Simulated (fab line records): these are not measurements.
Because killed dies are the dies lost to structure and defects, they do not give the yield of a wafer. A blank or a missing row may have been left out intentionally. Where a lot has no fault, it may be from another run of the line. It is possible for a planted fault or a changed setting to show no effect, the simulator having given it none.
A struck lot beside a sound one | flow sky130 | 14 steps out of a route of 708
Sound: these wafers, L364.3, L364.5, L364.6. Wafers struck: L361.2, L361.5, L361.6. At the end, the cause is stated.
For every step that has rows: the tool of each side, followed by ch and its chambers, followed by its first start. Under that, the readings that differ: sound wafers | struck wafers | difference of the means | sigmas: that difference in standard deviations of wafers without a fault.
alike: words and numbers the same on both sides, and readings whose means are apart by under 2 such deviations; not compared: readings that were withheld, readings missing a value for some wafer, numbers with overlapping values and no deviation given by the record, and bounds like >300 which may hide the same value.
A row with sigmas, a row that says differs or no value, or rows on one side alone: a step with any of these is where the two part. Numbers that have no deviation but don't overlap get no sigmas and don't part them. Lack of a reading on every wafer of one side parts them only where that side has two or more wafers.

SKY_VIA2_ETCH_14: etches BARC in N2/H2, stops on SiO2, time 45.9 s, target depth 60 nm.
  sound on rie diel-03 ch 1,2,3, day 40 18:56; struck on rie diel-03 ch 0,1, day 40 09:17
  alike: drypump motor current A, oes product au, throttle valve pct
  not compared: rf hours counter h
SKY_VIA2_ETCH_15: etches SiO2 in C4F8/O2/Ar, stops on TiN, target depth 546 nm, time 84 s.
  sound on rie diel-03 ch 1,2,3, day 40 18:59; struck on rie diel-03 ch 0,1, day 40 09:20
  reading               | sound             | struck            | difference | sigmas
  oes product au (a.u.) | 0.946 0.936 0.946 | 0.937 0.927 0.932 | -0.011     | -2
  not compared: rf hours counter h
then, 4 steps without rows for these wafers: SKY_VIA2_STRIP_16 (strips in O2/N2); SKY_VIA2_STRIP_17 (strips in post etch residue remover, time 1200 s); SKY_VIA2_CLEAN_18 (cleans in IPA, time 180 s); SKY_VIA2_CLEAN_19 (cleans in O3/DIW).
SKY_VIA2_SPUTTER_20: material TiN, target thk 20 nm, time 80 s.
  struck on pvd sputter-01, day 40 09:59; sound on pvd sputter-04, day 40 19:38
  alike: cathode dc power W, throttle valve pct
SKY_VIA2_CVD_21: deposits W, target thk 420 nm, time 126.4 s.
  sound on cvd w-01 ch 0,1, day 40 19:44; struck on cvd w-01 ch 0,1, day 40 10:03
  alike: heater power outer w, heater power w, susceptor temp C
SKY_VIA2_RS_MEAS_22: a four-point-probe measurement.
  struck on film metro-02, day 40 10:12; sound on film metro-03, day 40 19:52
  alike: VIA2_W_RS
SKY_VIA2_THK_MEAS_23: measures by xrf.
  struck on film metro-02, day 40 10:19; sound on film metro-03, day 40 19:58
  alike: VIA2_W_THK
then, 2 steps without rows for these wafers: SKY_VIA2_CMP_24 (polishes, stops on SiO2, t overpolish 20 s, target thk 0 nm); SKY_METAL3_SPUTTER_00 (material Ti, target thk 15 nm, time 10 s).
SKY_METAL3_SPUTTER_01: material TiN, target thk 20 nm, time 16.7 s.
  struck on pvd sputter-02, day 40 10:41; sound on pvd sputter-01, day 40 20:20
  reading                                    | sound                | struck               | difference | sigmas
  cathode dc power W (W)                     | 6499.8 6498.0 6500.1 | 5181.7 5181.5 5180.3 | -1318.1    | -99 or more
  model.TiN_of_METAL3_SPUTTER_01.thk nm (nm) | 19.74 19.76 19.91    | 15.59 15.64 16.1     | -4.03      |
  alike: throttle valve pct
SKY_METAL3_SPUTTER_02: material AlCu, target thk 735 nm, time 39.1 s.
  struck on pvd sputter-02, day 40 10:42; sound on pvd sputter-01, day 40 20:22
  alike: cathode dc power W, throttle valve pct

WHERE THEY PART
First at SKY_VIA2_ETCH_15; last, within this record, at SKY_METAL3_SPUTTER_01. Later steps at which nothing parts them and some readings are alike: SKY_METAL3_SPUTTER_02.

WHY: what the simulator had put in
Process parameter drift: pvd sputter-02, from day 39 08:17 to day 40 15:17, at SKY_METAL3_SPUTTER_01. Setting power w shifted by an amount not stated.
